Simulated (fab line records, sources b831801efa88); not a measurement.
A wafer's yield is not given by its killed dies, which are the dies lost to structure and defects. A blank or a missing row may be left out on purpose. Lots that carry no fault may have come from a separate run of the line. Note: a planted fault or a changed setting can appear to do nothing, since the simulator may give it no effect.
Matching of chambers -- flow sky130 -- rie diel-03 running SKY_VIA1_ETCH_14: 4 sister chambers
The step etches BARC in N2/H2, stops on SiO2, time 45.9 s, target depth 60 nm. 4 wafers are shown with their chamber, then 7 later ones without.

WAFERS, EACH WITH ITS CHAMBER
wafer,chamber,drypump motor current A (A)
L183.4,3,6.0
L188.5,1,6.3
L188.6,0,5.6
L191.5,2,4.8

WAFERS WITH NO CHAMBER GIVEN
wafer,drypump motor current A (A)
L191.6,6.0
L192.1,6.0
L192.2,5.7
L192.5,4.8
L193.2,4.8
L193.3,5.6
L193.4,6.0

WHICH CHAMBER EACH ONE RAN IN
wafer,from the rows above,in truth
L191.6,3,3
L192.1,3,3
L192.2,0,0
L192.5,2,2
L193.2,2,2
L193.3,0,0
L193.4,3,3
Placed correctly: 7 of 7. Number that these rows cannot place: 0. 0 placed wrongly.
How it was worked out, from the rows above alone: a wafer's distance from a chamber is the root of the sum, over the readings, of the square of ((its reading less the chamber's mean) divided by the reading's scatter). If the next closest chamber is less than 2 further off than the closest, the wafer can't be placed; otherwise it belongs to the closest. Each chamber's mean is taken over the wafers shown for it. The scatter: with one shown wafer a chamber, the root of the mean of the squares of how far each hidden wafer lies from its nearest shown one.
